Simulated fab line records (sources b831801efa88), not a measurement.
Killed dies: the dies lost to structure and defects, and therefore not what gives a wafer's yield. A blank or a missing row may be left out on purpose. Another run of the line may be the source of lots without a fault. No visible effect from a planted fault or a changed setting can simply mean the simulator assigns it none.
One fault through the eyes of 2 desks :: flow gf180mcu :: each desk has only its own numbers; what lay behind them comes last

FROM THE METROLOGY DESK
Lot by lot, what the gauges showed, no matter which tool ran the lot: averages of those sampled wafers that carry a number. Any lot whose mean is over 4 standard deviations away from the usual mean is out of limits and marked OUT; that distance is given in the brackets.
Columns: A = M3_ALCU_RS at GF_M3_RS_MEAS_05, usual 0.0695 ohm/sq; B = M3_ALCU_THK at GF_M3_THK_MEAS_06, usual 446 nm; C = V3_W_RS at GF_V3_RS_MEAS_24, usual 0.330 ohm/sq; D = V3_W_THK at GF_V3_THK_MEAS_25, usual 339 nm
lot: L914
first seen here: day 20 12:38
A: 0.0697
B: 444
C: 0.325
D: 342

lot: L915
first seen here: day 20 20:43
A: 0.0685
B: 453
C: 0.328
D: 338

lot: L918
first seen here: day 22 02:52
A: 0.0704
B: 440
C: 0.329
D: 336

lot: L919
first seen here: day 22 11:48
A: 0.0693
B: 448
C: 0.334
D: 333

lot: L920
first seen here: day 22 18:29
A: 0.0693
B: 447
C: 0.330
D: 339

lot: L924
first seen here: day 24 07:55
A: 0.0699
B: 444
C: 0.330
D: 340

lot: L928
first seen here: day 25 11:28
A: 0.0691
B: 450
C: 0.291 (-12) OUT
D: 381 (+13) OUT

lot: L929
first seen here: day 26 01:59
A: 0.0688
B: 448
C: 0.290 (-13) OUT
D: 383 (+13) OUT

lot: L931
first seen here: day 26 15:17
A: 0.0701
B: 442
C: 0.325
D: 342

lot: L934
first seen here: day 27 09:55
A: 0.0685
B: 454
C: 0.330
D: 339

lot: L937
first seen here: day 28 07:33
A: 0.0698
B: 442
C: 0.333
D: 337
This desk finds L928, L929 out of limits, with the earliest case on L928 at day 27 07:59 (V3_W_RS at GF_V3_RS_MEAS_24). Within limits: L914, L915, L918, L919, L920, L924, L931, L934, L937.

THE TOOL OWNER'S DESK: cvd w-01
The tool's own readings at GF_V3_CVD_23 (deposits W, target thk 350 nm, time 104.9 s): means of the sampled wafers that have a number, for each lot that ran on this tool. Any lot whose mean is over 4 standard deviations away from the usual mean is out of limits and marked OUT; that distance is given in the brackets.
Columns: A = chamber pressure Torr at GF_V3_CVD_23, usual 39.98 Torr; B = heater power w at GF_V3_CVD_23, usual 790 W
lot: L915
first seen here: day 22 22:14
A: 40.15
B: 748

lot: L918
first seen here: day 24 03:27
A: 39.96
B: 818

lot: L919
first seen here: day 24 11:58
A: 39.95
B: 762

lot: L924
first seen here: day 26 05:32
A: 39.99
B: 746

lot: L928
first seen here: day 27 07:51
A: 51.42 (+99 or more) OUT
B: 741

lot: L929
first seen here: day 27 22:04
A: 51.30 (+99 or more) OUT
B: 716
This desk's finding: out of limits on L928, L929; first on L928, day 27 07:51 (chamber pressure Torr at GF_V3_CVD_23). Within limits: L915, L918, L919, L924.

TAKEN TOGETHER
The tool owner's desk could have raised an alarm at day 27 07:51, on L928, L929.
An alarm was possible from the metrology desk at day 27 07:59, on L928, L929.
Every lot named ran GF_V3_CVD_23 on cvd w-01.

WHAT WAS PUT IN BY THE SIMULATOR
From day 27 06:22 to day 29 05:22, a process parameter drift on cvd w-01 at GF_V3_CVD_23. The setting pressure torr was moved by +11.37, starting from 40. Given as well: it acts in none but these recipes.
Shown lots that were struck: L928, L929.
Fault start to first reading out of limits, in hours, per desk: tool owner, 1; metrology, 2.
